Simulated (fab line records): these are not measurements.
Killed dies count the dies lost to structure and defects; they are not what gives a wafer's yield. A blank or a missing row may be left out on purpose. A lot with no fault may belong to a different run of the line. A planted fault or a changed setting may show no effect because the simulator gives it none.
Chamber matching    flow sky130    3 sister chambers for SKY_CONTACT_HDPCVD_02 on hdpcvd-01
The step deposits SiO2, target thk 565 nm, time 94.2 s. 6 wafers are shown with their chamber, then 8 later ones without.

== WAFERS, EACH WITH ITS CHAMBER ==
wafer   chamber  susceptorTempC (C)
L775.2  0        599.94
L775.4  2        600.35
L781.1  0        600.13
L781.5  2        600.39
L781.6  1        599.71
L782.2  1        599.51

== WAFERS WHOSE CHAMBER IS MISSING ==
wafer   susceptorTempC (C)
L782.3  599.44
L782.4  599.88
L795.2  600.02
L795.4  599.73
L795.6  600.04
L794.3  599.71
L794.5  600.00
L794.6  599.53

== CHAMBER TAKEN BY EACH ==
wafer    from the rows above       in truth
L782.3   1                         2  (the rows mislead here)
L782.4   can't be placed: 0 or 1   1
L795.2   0                         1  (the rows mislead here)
L795.4   can't be placed: 1 or 0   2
L795.6   0                         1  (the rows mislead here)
L794.3   can't be placed: 1 or 0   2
L794.5   0                         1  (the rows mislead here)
L794.6   1                         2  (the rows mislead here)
Correctly placed: 0 of 8. Cannot be placed on the basis of these rows: 3; the candidates contain the true chamber in 1. Wrongly placed: 5.
How it was worked out, from the rows above alone: a wafer's distance from a chamber is the root of the sum, over the readings, of the square of ((its reading less the chamber's mean) divided by the reading's scatter). The wafer belongs to the nearest chamber; if the next one is less than 2 further off, it can't be placed. The mean given for a chamber averages the wafers shown for that chamber. The scatter: the root of (the sum of the squares of (reading less its chamber's mean) over the shown wafers, divided by (wafers less chambers)).
